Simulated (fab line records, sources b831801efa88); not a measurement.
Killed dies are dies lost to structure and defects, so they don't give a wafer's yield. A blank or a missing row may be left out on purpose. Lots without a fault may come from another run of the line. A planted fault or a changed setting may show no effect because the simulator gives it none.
A struck lot beside a sound one | flow sky130 | 43 steps out of a route of 708
Sound: wafers L407.1, L407.3, L407.4. Struck: wafers L399.1, L399.4, L399.6. The cause comes at the end.
At each step with rows: each side's tool, then ch and its chambers, then its first start. Under that, the readings that differ: sound wafers | struck wafers | difference of the means | sigmas: that difference in standard deviations of wafers without a fault.
alike: readings whose means differ by less than 2 such deviations, and words and numbers that are the same on both sides. not compared: withheld readings, readings that some wafer has no value for, bounds like >300 that may hide the same value, and numbers for which the record gives no deviation and whose values overlap.
The two part at a step that has a row with sigmas, a row that says differs or no value, or rows on one side only. Numbers that don't overlap but have no deviation are shown without sigmas and don't part them. A reading that every wafer of one side lacks parts them only if that side has two wafers or more.

first, 1 step without rows for these wafers: SKY_FIELD_ISO_DEVELOP_12 (develop time 60 s).
SKY_FIELD_ISO_CD_MEAS_13: target cd 150 nm.
  sound on cd_sem-02, day 6 06:20; struck on cd_sem-02, day 4 14:02
  alike: cd_nm
SKY_FIELD_ISO_ETCH_14: etches BARC in N2/H2, stops on SiO2, time 45.9 s, target depth 60 nm.
  sound on rie_diel-02 ch 0,2,3, day 6 06:27; struck on rie_diel-02 ch 1,2,3, day 4 14:09
  alike: drypump_motor_current_A, oes_product_au, throttle_valve_pct
  not compared: rf_hours_counter_h
SKY_FIELD_ISO_ETCH_15: etches the open film in CHF3/O2, stops on Si, target depth 180 nm, time 72 s.
  sound on rie_diel-02 ch 0,2,3, day 6 06:30; struck on rie_diel-02 ch 1,2,3, day 4 14:12
  alike: drypump_motor_current_A, oes_product_au, throttle_valve_pct
  not compared: rf_hours_counter_h
SKY_FIELD_ISO_STRIP_16: strips in O2/N2.
  sound on plasma_asher-04 ch 0,1, day 6 06:33; struck on plasma_asher-02 ch 0,1, day 4 14:15
  reading               | sound             | struck            | difference | sigmas
  oes_product_au (a.u.) | 0.374 0.382 0.364 | 0.377 0.390 0.383 | +0.010     | +2
  alike: drypump_motor_current_A, strip_time_to_endpoint_s
  not compared: rf_hours_counter_h
SKY_FIELD_ISO_ETCH_17: etches Si in HBr/Cl2/O2, target depth 342 nm, time 97.7 s.
  sound on rie_si-02 ch 1,2,3, day 6 06:39; struck on rie_si-02 ch 0,2, day 4 14:21
  alike: HBr_flow_sccm, drypump_motor_current_A, oes_product_au, throttle_valve_pct
  not compared: rf_hours_counter_h
then, 5 steps without rows for these wafers: SKY_FIELD_ISO_WET_ETCH_18 (etches Si3N4 in H3PO4, target depth 25 nm, time 286 s); SKY_FIELD_ISO_CLEAN_19 (cleans in SC1/SC2, time 150 s); SKY_FIELD_ISO_CLEAN_20 (cleans in dHF, time 20 s); SKY_FIELD_ISO_WET_ETCH_21 (etches SiO2 in dHF, target depth 20 nm, time 400 s); SKY_FIELD_ISO_OXIDATION_22 (stabilise 600 s, purge 300 s, target thk 10 nm).
SKY_FIELD_ISO_THK_MEAS_23:
  sound on film_metro-03, day 6 11:20; struck on film_metro-03, day 4 16:45
  reading                         | sound             | struck         | difference | sigmas
  FIELD_ISO_OXIDATION_01_THK (nm) | 10.24 10.13 10.18 | 9.76 9.71 9.67 | -0.47      | -3
SKY_FIELD_ISO_CVD_24: deposits SiO2, target thk 595 nm, time 99.2 s.
  sound on hdpcvd-01 ch 0,2, day 6 11:23; struck on hdpcvd-02 ch 0,2, day 4 16:49
SKY_FIELD_ISO_THK_MEAS_25:
  sound on film_metro-04, day 6 11:28; struck on film_metro-04, day 4 16:53
  alike: FIELD_ISO_CVD_24_THK
then, 7 steps without rows for these wafers: SKY_FIELD_ISO_ANNEAL_26 (time 1800 s); SKY_FIELD_ISO_CMP_27 (polishes, stops on Si3N4, t overpolish 16 s, target thk 457.8 nm); SKY_FIELD_ISO_WET_ETCH_28 (etches SiO2 in dHF, target depth 23.7 nm, time 47 s); SKY_FIELD_ISO_WET_ETCH_29 (etches Si3N4 in H3PO4, target depth 160 nm, time 1825 s); SKY_FIELD_ISO_WET_ETCH_30 (etches SiO2 in dHF, target depth 25 nm, time 50 s); SKY_NWELL_CLEAN_00 (cleans in SC1/SC2, time 150 s); SKY_NWELL_OXIDATION_01 (stabilise 600 s, purge 300 s, target thk 10 nm).
SKY_NWELL_THK_MEAS_02:
  sound on film_metro-01, day 6 21:10; struck on film_metro-02, day 4 22:12
  alike: NWELL_OXIDATION_THK
then, 8 steps without rows for these wafers: SKY_DNWELL_DEHYDRATE_00 (time 60 s); SKY_DNWELL_HMDS_01 (prime time 60 s); SKY_DNWELL_COAT_02 (resist thk 3000 nm); SKY_DNWELL_SOFTBAKE_03; SKY_DNWELL_EXPOSE_04 (exposes mask DNM, target cd 3000 nm); SKY_DNWELL_PEB_05; SKY_DNWELL_DEVELOP_06 (develop time 60 s); SKY_DNWELL_IMPLANT_07.
SKY_DNWELL_STRIP_08: strips in O2/N2.
  sound on plasma_asher-04 ch 0,1, day 7 16:58; struck on plasma_asher-03 ch 0,1, day 5 16:16
  alike: drypump_motor_current_A, oes_product_au, strip_time_to_endpoint_s
  not compared: rf_hours_counter_h
SKY_DNWELL_TW_MEAS_09:
  sound on film_metro-01, day 7 17:04; struck on film_metro-04, day 5 16:22
  reading   | sound          | struck         | difference | sigmas
  DNWELL_TW | 1111 1115 1108 | 1133 1128 1141 | +23        | +3
then, 7 steps without rows for these wafers: SKY_PWDE_DEHYDRATE_00 (time 60 s); SKY_PWDE_HMDS_01 (prime time 60 s); SKY_PWDE_COAT_02 (resist thk 3000 nm); SKY_PWDE_SOFTBAKE_03; SKY_PWDE_EXPOSE_04 (exposes mask PWDEM, target cd 840 nm); SKY_PWDE_PEB_05; SKY_PWDE_DEVELOP_06 (develop time 60 s).
SKY_PWDE_OVL_MEAS_07:
  sound on overlay-01, day 8 13:39; struck on overlay-02, day 6 10:19
  alike: PWDE_OVL
then, 2 steps without rows for these wafers: SKY_PWDE_IMPLANT_08; SKY_PWDE_STRIP_09 (strips in O2/N2).
-- the record jumps here: 42 days lie between the struck wafers' starts before and after (it left off in module PWDE and takes up again in module PAD_OPEN, whose first step shown is number 708 of the route) --
SKY_PAD_OPEN_PROBE_99:
  sound on prober-02, day 50 08:10; struck on prober-01, day 48 12:32
  reading             | sound    | struck     | difference | sigmas
  killed_at_front_end | 23 16 15 | 62 48 42   | +33        | +7
  killed_dies         | 98 87 80 | 123 118 99 | +25        | +3
  killed_on_rim       | 22 18 10 | 24 26 28   | +9         | +3
  alike: killed_at_M0_to_M3, killed_at_M4_up, killed_at_contacts, killed_at_other, killed_open, killed_short

WHERE THEY PART
First at SKY_FIELD_ISO_STRIP_16; last, within this record, at SKY_PAD_OPEN_PROBE_99.

WHY: what the simulator had put in
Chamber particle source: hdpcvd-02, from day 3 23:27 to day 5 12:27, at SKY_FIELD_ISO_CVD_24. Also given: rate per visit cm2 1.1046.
